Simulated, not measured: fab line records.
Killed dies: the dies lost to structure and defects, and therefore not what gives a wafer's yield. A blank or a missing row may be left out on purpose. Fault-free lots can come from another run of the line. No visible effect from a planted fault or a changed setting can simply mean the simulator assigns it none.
fab line records ; flow sky130
record: lots: 6; wafers: 18; last_day: 50
route steps=708 shown METAL3@536 CAPM@537 PAD_OPEN@708
lots that met no fault: taken from a fault-free run of the same line
start_h: hours from the record's first day to the start of the lot's first wafer shown ; wait_h: time in hours since the lot's previous step ; " same as the row above ; L1.1+2: several wafers, shown together as one row ; - no value, or no start given ; * or withheld: withheld ; < > ~ a bound
route shown NAME@n: NAME is a module with steps in the file, n the number in the route of the first one ; usual: mean and standard deviation over wafers with no fault ; same: alike in all rows ; chamber/n: place in a boat ; sites: each site's reading ; _std_site: standard deviation across them ; _edge_site: the outer-site mean with the inner-site mean subtracted ; radius_mm: how far each site lies from the wafer's centre ; mask NAME#n: copy n ; behind: the tool/chamber that last shaped the wafer ; hold: what put the lot on hold/how long, in hours/how the hold closed ; device: names the non-switching transistor (n, p or np) ; end of line: at the end of the route, the tests of the same wafers ; for a step that has no rows: nothing shown but its recipe ; killed: count of dies lost to structure and defects at first sort (not the wafer's yield) ; map: shows each die of a wafer: x if killed, . if not, _ if none is there
set.NAME: the setting the step ran with; set.NAME@STEP: the setting that earlier step ran with ; model.NAME: the simulator's own value behind a step, which no gauge read
certain route steps with their lots: each step a table, each wafer a row
services: the hour from which a tool's chamber was out of use, counted from the record's first day as start_h (under 0 if before that day), plus the number of hours and why
== steps ==
step: SKY_METAL3_SPUTTER_04
recipe: material: TiN; target_thk_nm: 70; power_w: 6500; time_s: 58.3; chamber_pressure_pa: 0.4
usual: throttle_valve_pct: 29.7/0.91
same: time_s: 58.3
lot.wafer;tool;chamber;start_h;wait_h;throttle_valve_pct
L917.1;pvd_sputter-03;-;872.27;0.0;29.5
L917.2;pvd_sputter-03;-;872.27;0.0;31.8
L917.3;pvd_sputter-03;-;872.27;0.0;30.7
L918.2;pvd_sputter-02;-;908.90;0.0;28.8
L918.4;pvd_sputter-02;-;908.90;0.0;30.2
L918.6;pvd_sputter-02;-;908.90;0.0;29.9
L926.1;pvd_sputter-01;-;941.79;0.0;29.4
L926.4;pvd_sputter-01;-;941.79;0.0;31.2
L926.6;pvd_sputter-01;-;941.79;0.0;28.7
L928.1;pvd_sputter-01;-;963.92;0.0;31.3
L928.5;pvd_sputter-01;-;963.92;0.0;28.6
L928.6;pvd_sputter-01;-;963.92;0.0;28.4
L927.1;pvd_sputter-01;-;965.16;0.0;28.7
L927.3;pvd_sputter-01;-;965.16;0.0;31.0
L927.6;pvd_sputter-01;-;965.16;0.0;29.4
L935.1;pvd_sputter-02;-;1001.29;0.0;30.0
L935.4;pvd_sputter-02;-;1001.29;0.0;28.6
L935.5;pvd_sputter-02;-;1001.29;0.0;28.8
step: SKY_CAPM_CVD_00
recipe: material: SiO2; target_thk_nm: 15.5; temp_c: 400; time_s: withheld; rf_w: 450
usual: heater_power_w: 716/90; rf_fwd_power_W: 441.0/2; susceptor_temp_C: 400.02/0.23
lot.wafer;tool;chamber;start_h;wait_h;heater_power_w;rf_fwd_power_W;susceptor_temp_C
L917.1;pecvd-01;1;872.32;0.0;849;437.4;399.79
L917.2;pecvd-01;2;872.32;0.0;746;439.8;400.26
L917.3;pecvd-01;0;872.32;0.0;642;443.4;400.07
L918.2;pecvd-04;0;908.95;0.0;675;439.2;399.95
L918.4;pecvd-04;2;908.95;0.0;741;442.6;399.89
L918.6;pecvd-04;1;908.95;0.0;791;445.7;400.27
L926.1;pecvd-01;1;941.84;0.0;919;438.5;400.19
L926.4;pecvd-01;1;941.84;0.0;909;441.8;399.84
L926.6;pecvd-01;0;941.84;0.0;711;441.4;399.39
L928.1;pecvd-03;1;963.97;0.0;718;441.3;400.07
L928.5;pecvd-03;2;963.97;0.0;600;439.7;400.08
L928.6;pecvd-03;1;963.97;0.0;726;440.1;400.47
L927.1;pecvd-01;0;965.21;0.0;733;443.0;399.88
L927.3;pecvd-01;1;965.21;0.0;740;439.2;399.79
L927.6;pecvd-01;2;965.21;0.0;728;437.2;400.22
L935.1;pecvd-01;2;1001.34;0.0;592;439.9;399.71
L935.4;pecvd-01;0;1001.34;0.0;602;441.9;399.95
L935.5;pecvd-01;0;1001.34;0.0;598;441.1;400.05
step: SKY_CAPM_THK_MEAS_01
recipe: reads: SiO2_of_CAPM_CVD_00
usual: CAPM_CVD_00_THK: 15.54/0.22
lot.wafer;tool;chamber;start_h;wait_h;CAPM_CVD_00_THK[nm]
L917.1;film_metro-01;-;872.34;-;15.44
L917.2;film_metro-01;-;872.34;-;15.55
L917.3;film_metro-01;-;872.34;-;15.85
L918.2;film_metro-02;-;908.98;-;15.53
L918.4;film_metro-02;-;908.98;-;15.94
L918.6;film_metro-02;-;908.98;-;15.93
L926.1;film_metro-03;-;941.86;-;14.90
L926.4;film_metro-03;-;941.86;-;15.50
L926.6;film_metro-03;-;941.86;-;15.61
L928.1;film_metro-03;-;963.99;-;15.61
L928.5;film_metro-03;-;963.99;-;15.89
L928.6;film_metro-03;-;963.99;-;15.71
L927.1;film_metro-02;-;965.23;-;15.36
L927.3;film_metro-02;-;965.23;-;15.11
L927.6;film_metro-02;-;965.23;-;15.68
L935.1;film_metro-02;-;1001.37;-;15.14
L935.4;film_metro-02;-;1001.37;-;15.41
L935.5;film_metro-02;-;1001.37;-;15.71
step: SKY_CAPM_SPUTTER_02
recipe: material: TiN; target_thk_nm: 200; temp_c: 300; power_w: 6500; time_s: 166.7; chamber_pressure_pa: 0.4
usual: susceptor_temp_C: 300.02/0.2; throttle_valve_pct: 30.1/1.4
same: time_s: 166.7
lot.wafer;tool;chamber;start_h;wait_h;susceptor_temp_C;throttle_valve_pct
L917.1;pvd_sputter-02;-;872.40;0.1;300.01;30.5
L917.2;pvd_sputter-02;-;872.40;0.1;299.83;28.8
L917.3;pvd_sputter-02;-;872.40;0.1;299.62;30.6
L918.2;pvd_sputter-01;-;909.03;0.0;299.79;29.3
L918.4;pvd_sputter-01;-;909.03;0.0;300.16;31.1
L918.6;pvd_sputter-01;-;909.03;0.0;300.17;30.9
L926.1;pvd_sputter-04;-;941.92;0.1;299.99;31.0
L926.4;pvd_sputter-04;-;941.92;0.1;300.16;32.9
L926.6;pvd_sputter-04;-;941.92;0.1;300.00;29.8
L928.1;pvd_sputter-02;-;964.05;0.1;299.82;28.8
L928.5;pvd_sputter-02;-;964.05;0.1;299.83;30.5
L928.6;pvd_sputter-02;-;964.05;0.1;300.20;30.5
L927.1;pvd_sputter-04;-;965.29;0.1;299.98;30.8
L927.3;pvd_sputter-04;-;965.29;0.1;300.22;28.7
L927.6;pvd_sputter-04;-;965.29;0.1;299.76;33.1
L935.1;pvd_sputter-01;-;1001.43;0.1;299.93;28.6
L935.4;pvd_sputter-01;-;1001.43;0.1;300.40;28.7
L935.5;pvd_sputter-01;-;1001.43;0.1;300.09;28.6
step: SKY_CAPM_RS_MEAS_03
recipe: thk_meas_gauge: four-point-probe; reads: TiN_of_CAPM_SPUTTER_02
usual: CAPM_TIN_RS: 6.90/0.078
lot.wafer;tool;chamber;start_h;wait_h;CAPM_TIN_RS[ohm/sq]
L917.1;film_metro-02;-;872.51;0.1;6.87
L917.2;film_metro-02;-;872.51;0.1;6.92
L917.3;film_metro-02;-;872.51;0.1;6.82
L918.2;film_metro-03;-;909.16;0.1;7.06
L918.4;film_metro-03;-;909.16;0.1;7.05
L918.6;film_metro-03;-;909.16;0.1;7.06
L926.1;film_metro-03;-;942.03;0.1;6.96
L926.4;film_metro-03;-;942.03;0.1;6.92
L926.6;film_metro-03;-;942.03;0.1;6.97
L928.1;film_metro-02;-;964.16;0.1;6.90
L928.5;film_metro-02;-;964.16;0.1;6.79
L928.6;film_metro-02;-;964.16;0.1;6.81
L927.1;film_metro-01;-;965.40;0.1;6.96
L927.3;film_metro-01;-;965.40;0.1;6.90
L927.6;film_metro-01;-;965.40;0.1;6.86
L935.1;film_metro-03;-;1001.54;0.1;6.91
L935.4;film_metro-03;-;1001.54;0.1;7.00
L935.5;film_metro-03;-;1001.54;0.1;6.89
step: SKY_CAPM_THK_MEAS_04
recipe: thk_meas_gauge: xrf; reads: TiN_of_CAPM_SPUTTER_02
usual: CAPM_TIN_THK: 198.0/2.3
lot.wafer;tool;chamber;start_h;wait_h;CAPM_TIN_THK[nm]
L917.1;film_metro-02;-;872.63;0.1;197.0
L917.2;film_metro-02;-;872.63;0.1;195.9
L917.3;film_metro-02;-;872.63;0.1;198.2
L918.2;film_metro-03;-;909.27;0.1;193.8
L918.4;film_metro-03;-;909.27;0.1;193.6
L918.6;film_metro-03;-;909.27;0.1;193.8
L926.1;film_metro-03;-;942.15;0.1;197.2
L926.4;film_metro-03;-;942.15;0.1;197.1
L926.6;film_metro-03;-;942.15;0.1;195.3
L928.1;film_metro-02;-;964.28;0.1;197.9
L928.5;film_metro-02;-;964.28;0.1;199.0
L928.6;film_metro-02;-;964.28;0.1;199.0
L927.1;film_metro-01;-;965.52;0.1;198.0
L927.3;film_metro-01;-;965.52;0.1;200.4
L927.6;film_metro-01;-;965.52;0.1;199.9
L935.1;film_metro-03;-;1001.66;0.1;197.9
L935.4;film_metro-03;-;1001.66;0.1;194.9
L935.5;film_metro-03;-;1001.66;0.1;198.1
step: SKY_CAPM_DEHYDRATE_05
recipe: temp_c: 200; time_s: 60
step: SKY_CAPM_HMDS_06
recipe: prime_time_s: 60; prime_temp_c: 120
step: SKY_CAPM_COAT_07
recipe: resist: NOVOLAK; spin_rpm: 3000; resist_thk_nm: 1140
step: SKY_CAPM_SOFTBAKE_08
recipe: temp_c: 90; time_s: 60; resist: NOVOLAK
step: SKY_CAPM_EXPOSE_09
recipe: mask_id: CAPM; na: 0.6; source_shape: conventional; sigma_outer: 0.6; polarization: unpolarized; target_cd_nm: 1000; dose_mj: 159
step: SKY_CAPM_PEB_10
recipe: temp_c: withheld; time_s: *; resist: NOVOLAK
step: SKY_CAPM_DEVELOP_11
recipe: resist: NOVOLAK; developer: TMAH; develop_time_s: 60; dev_temp_c: 23
lot.wafer;tool;chamber;start_h;wait_h
L917.1+2+3;litho_track-01;0;897.89;0.1
L918.2+4+6;litho_track-04;0;933.71;0.1
L926.1+4+6;litho_track-01;0;966.34;0.1
L928.1+5+6;litho_track-04;0;986.79;0.1
L927.1+3+6;litho_track-04;0;987.44;0.1
L935.1+4+5;litho_track-01;0;1023.39;0.1
step: SKY_CAPM_OVL_MEAS_12
usual: CAPM_OVL: 0.0/1.2
lot.wafer;tool;chamber;start_h;wait_h;CAPM_OVL[nm]
L917.1;overlay-02;-;898.04;0.1;-0.4
L917.2;overlay-02;-;898.04;0.1;0.3
L917.3;overlay-02;-;898.04;0.1;-2.0
L918.2;overlay-01;-;933.84;0.1;1.2
L918.4;overlay-01;-;933.84;0.1;3.0
L918.6;overlay-01;-;933.84;0.1;0.3
L926.1;overlay-01;-;966.49;0.1;2.3
L926.4;overlay-01;-;966.49;0.1;-0.1
L926.6;overlay-01;-;966.49;0.1;0.5
L928.1;overlay-01;-;986.94;0.1;1.1
L928.5;overlay-01;-;986.94;0.1;-0.8
L928.6;overlay-01;-;986.94;0.1;0.9
L927.1;overlay-01;-;987.59;0.1;1.8
L927.3;overlay-01;-;987.59;0.1;-0.2
L927.6;overlay-01;-;987.59;0.1;1.2
L935.1;overlay-02;-;1023.54;0.1;0.5
L935.4;overlay-02;-;1023.54;0.1;-0.7
L935.5;overlay-02;-;1023.54;0.1;-0.2
step: SKY_CAPM_METAL_ETCH_13
recipe: target_depth_nm: 220; stop_on: SiO2; chemistry: Cl2/BCl3; target: TiN; pressure_mtorr: 10; icp_w: 900; bias_w: 48.5; Cl2_flow_sccm: 60; bcl3_flow_sccm: 30; time_s: 62.9
usual: drypump_motor_current_A: 5.7/0.66; oes_product_au: 0.941/0.0067; rf_fwd_power_W: 894/3.1; throttle_valve_pct: 21.901/0.0096
same: time_s: 62.9
lot.wafer;tool;chamber;start_h;wait_h;drypump_motor_current_A;oes_product_au;rf_fwd_power_W;rf_hours_counter_h;throttle_valve_pct;model.CAPM.cd_nm
L917.1;rie_metal-03;0;898.08;0.0;5.6;0.946;891;6;21.884;992.3
L917.2;rie_metal-03;1;898.08;0.0;4.7;0.942;899;8;21.901;997.6
L917.3;rie_metal-03;0;898.08;0.0;5.6;0.951;892;-;21.908;994.8
L918.2;rie_metal-01;0;933.87;0.0;6.4;0.936;891;10;21.917;1002
L918.4;rie_metal-01;0;933.87;0.0;6.4;0.928;892;-;21.906;1004
L918.6;rie_metal-01;1;933.87;0.0;5.2;0.936;892;-;21.896;1003
L926.1;rie_metal-02;1;966.53;0.0;5.5;0.933;893;20;21.899;999.7
L926.4;rie_metal-02;1;966.53;0.0;5.4;0.940;891;-;21.899;997.6
L926.6;rie_metal-02;1;966.53;0.0;5.5;0.939;892;-;21.901;998.3
L928.1;rie_metal-01;1;986.97;0.0;5.2;0.940;891;6;21.912;1011
L928.5;rie_metal-01;1;986.97;0.0;5.2;0.959;892;-;21.888;1014
L928.6;rie_metal-01;0;986.97;0.0;6.4;0.946;893;-;21.911;1014
L927.1;rie_metal-03;1;987.62;0.0;4.7;0.936;892;12;21.909;1011
L927.3;rie_metal-03;1;987.62;0.0;4.7;0.941;895;-;21.916;1010
L927.6;rie_metal-03;1;987.62;0.0;4.7;0.945;892;-;21.904;1012
L935.1;rie_metal-02;0;1023.58;0.0;6.6;0.940;893;8;21.911;998.3
L935.4;rie_metal-02;0;1023.58;0.0;6.6;0.929;893;-;21.906;999.5
L935.5;rie_metal-02;0;1023.58;0.0;6.6;0.940;894;-;21.904;995.2
step: SKY_CAPM_STRIP_14
recipe: chemistry: O2/N2; power_w: 1400; pressure_mtorr: 1500; platen_temp_c: withheld; o2_flow_sccm: 3000; n2_flow_sccm: 300; overash_fraction: 0.5
usual: drypump_motor_current_A: 5.9/0.38; oes_product_au: 0.709/0.0047; strip_time_to_endpoint_s: 12.66/0.037
lot.wafer;tool;chamber;start_h;wait_h;drypump_motor_current_A;oes_product_au;rf_hours_counter_h;strip_time_to_endpoint_s
L917.1;plasma_asher-01;0;898.16;0.1;5.7;0.712;79;12.66
L917.2;plasma_asher-01;1;898.16;0.1;6.5;0.709;79;12.68
L917.3;plasma_asher-01;0;898.16;0.1;5.7;0.702;-;12.67
L918.2;plasma_asher-03;0;933.95;0.1;6.0;0.705;20;12.69
L918.4;plasma_asher-03;1;933.95;0.1;6.0;0.713;-;12.71
L918.6;plasma_asher-03;0;933.95;0.1;6.0;0.710;-;12.74
L926.1;plasma_asher-01;0;966.61;0.1;5.7;0.707;85;12.63
L926.4;plasma_asher-01;1;966.61;0.1;6.5;0.718;-;12.63
L926.6;plasma_asher-01;0;966.61;0.1;5.7;0.713;-;12.66
L928.1;plasma_asher-01;1;987.05;0.1;6.5;0.709;87;12.67
L928.5;plasma_asher-01;1;987.05;0.1;6.5;0.711;-;12.68
L928.6;plasma_asher-01;0;987.05;0.1;5.7;0.708;-;12.70
L927.1;plasma_asher-02;1;987.70;0.1;5.5;0.711;53;12.70
L927.3;plasma_asher-02;0;987.70;0.1;5.2;0.703;-;12.76
L927.6;plasma_asher-02;0;987.70;0.1;5.2;0.709;-;12.72
L935.1;plasma_asher-03;1;1023.73;0.1;6.0;0.705;30;12.68
L935.4;plasma_asher-03;1;1023.73;0.1;6.0;0.703;-;12.66
L935.5;plasma_asher-03;0;1023.73;0.1;6.0;0.716;-;12.66
step: SKY_PAD_OPEN_PROBE_99
usual: defect_limited_yield: 82.5/1.9; killed_at_M0_to_M3: 44/6.4; killed_at_M4_up: 3.4/2.1; killed_at_contacts: 23/5; killed_at_front_end: 15/4.5; killed_at_other: 0.3/0.54; killed_dies: 86/9.5; killed_open: 48/6.9; killed_short: 38/5.9; sort_bin_3_pad_short: 0.8/0.44; sort_bin_5_function: 10.5/1.6; sort_bin_6_memory: 6.1/1.1; sort_n_pass: 406/9.5; sort_yield_pct: 82.5/1.9
same: gross_dies: 492; killed_at_back_side: 0; sort_bin_4_leakage[%]: 0; sort_bin_8_speed[%]: 0
lot.wafer;tool;chamber;start_h;wait_h;defect_limited_yield[%];killed_at_M0_to_M3;killed_at_M4_up;killed_at_contacts;killed_at_front_end;killed_at_other;killed_dies;killed_open;killed_short;sort_bin_3_pad_short[%];sort_bin_5_function[%];sort_bin_6_memory[%];sort_n_pass;sort_yield_pct[%]
L926.1;prober-02;-;1147.58;0.1;78.3;55;6;28;17;1;107;67;38;0.4;13.0;8.3;385;78.3
L926.4;prober-02;-;1147.73;0.2;79.5;59;4;19;19;0;101;52;47;1.2;13.0;6.3;391;79.5
L926.6;prober-02;-;1147.83;0.2;78.9;56;2;19;27;0;104;48;56;1.6;13.2;6.3;388;78.9
L928.1;prober-01;-;1162.70;0.1;81.3;53;1;20;17;1;92;53;38;0.4;10.8;7.5;400;81.3
L928.5;prober-01;-;1162.90;0.2;80.7;48;7;23;15;2;95;49;44;0.6;12.4;6.3;397;80.7
L928.6;prober-01;-;1162.95;0.2;83.1;41;1;22;19;0;83;46;35;0.6;10.2;6.1;409;83.1
killed by level:class
L926.1 CONTACT:geometric_particle:open=12 VIA3:geometric_particle:open=11 VIA1:geometric_particle:open=11 VIA2:geometric_particle:open=11 METAL2:geometric_particle:short=7 FIELD_ISO:geometric_particle:open=6 VIA2:geometric_particle:short=6 POLY_GATE:geometric_particle:open=5
L926.4 VIA1:geometric_particle:open=24 METAL2:geometric_particle:short=7 VIA3:geometric_particle:open=7 METAL1:geometric_particle:short=6 POLY_GATE:geometric_particle:short=6 LOCAL_INTERCONNECT:geometric_particle:short=5 CONTACT:geometric_particle:short=5 CONTACT:geometric_particle:open=5
L926.6 METAL1:geometric_particle:short=11 VIA1:geometric_particle:open=10 METAL2:geometric_particle:short=10 CONTACT:geometric_particle:open=7 POLY_GATE:geometric_particle:short=5 POLY_GATE:geometric_particle:open=4 VIA3:geometric_particle:open=4 VIA2:geometric_particle:open=4
L928.1 VIA1:geometric_particle:open=13 METAL1:geometric_particle:short=7 VIA3:geometric_particle:open=7 CONTACT:geometric_particle:open=6 VIA2:geometric_particle:short=5 POLY_GATE:geometric_particle:short=5 VIA2:geometric_particle:open=5 FIELD_ISO:geometric_particle:open=4
L928.5 VIA1:geometric_particle:short=12 CONTACT:geometric_particle:open=9 VIA1:geometric_particle:open=6 VIA2:geometric_particle:open=6 LI_CONTACT:geometric_particle:open=5 VIA3:geometric_particle:open=5 FIELD_ISO:geometric_particle:short=4 POLY_GATE:geometric_particle:open=4
L928.6 VIA1:geometric_particle:open=13 CONTACT:geometric_particle:short=7 CONTACT:geometric_particle:open=6 VIA2:geometric_particle:open=6 FIELD_ISO:geometric_particle:open=5 LOCAL_INTERCONNECT:geometric_particle:short=5 FIELD_ISO:geometric_particle:short=4 VIA3:geometric_particle:open=4
== services ==
tool;chamber;start_h;hours;kind
pvd_sputter-03;-;852.95;9.3;repair
pecvd-03;2;867.04;14.5;repair
pecvd-01;-;874.39;6.0;pm
pvd_sputter-02;-;878.24;2.6;repair
pvd_sputter-02;-;878.65;4.5;repair
rie_metal-02;0;883.75;9.9;repair
rie_metal-01;1;895.68;5.8;repair
rie_metal-01;-;897.61;0.5;repair
pvd_sputter-01;-;901.17;3.3;repair
pecvd-04;2;913.44;11.2;repair
plasma_asher-01;-;925.21;3.6;repair
pecvd-03;-;929.57;2.3;repair
pvd_sputter-01;1;932.81;-;consumable_replace:kit
pvd_sputter-01;1;932.81;18.0;scheduled_down
rie_metal-02;-;938.92;0.7;repair
rie_metal-01;-;942.45;2.6;repair
rie_metal-01;-;942.82;0.3;repair
plasma_asher-01;-;945.77;7.7;repair
plasma_asher-02;-;963.70;4.3;repair
pecvd-03;1;968.93;23.0;repair
rie_metal-03;-;974.87;1.2;repair
pvd_sputter-03;-;977.03;29.4;repair
plasma_asher-02;-;977.03;2.0;repair
pecvd-03;-;995.30;5.5;pm
== key ==
first_sign none at tools or gauges
model_effect: step: SKY_CAPM_METAL_ETCH_13; value: CAPM.cd_nm; without: 999.4; struck: 1012
met_at SKY_CAPM_DEVELOP_11
struck_wafers L927.1,L927.3,L927.6,L928.1,L928.5,L928.6
onset_between 933.71 986.79
also_fits SKY_METAL3_SPUTTER_04:pvd_sputter-01
fault: kind: process_parameter_drift; tool: litho_track-04; chamber: -; onset_h: 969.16; steps: SKY_CAPM_DEVELOP_11; channel: develop_time_s; offset: *; shape: step; end_h: 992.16; acts_in: *; stated: *
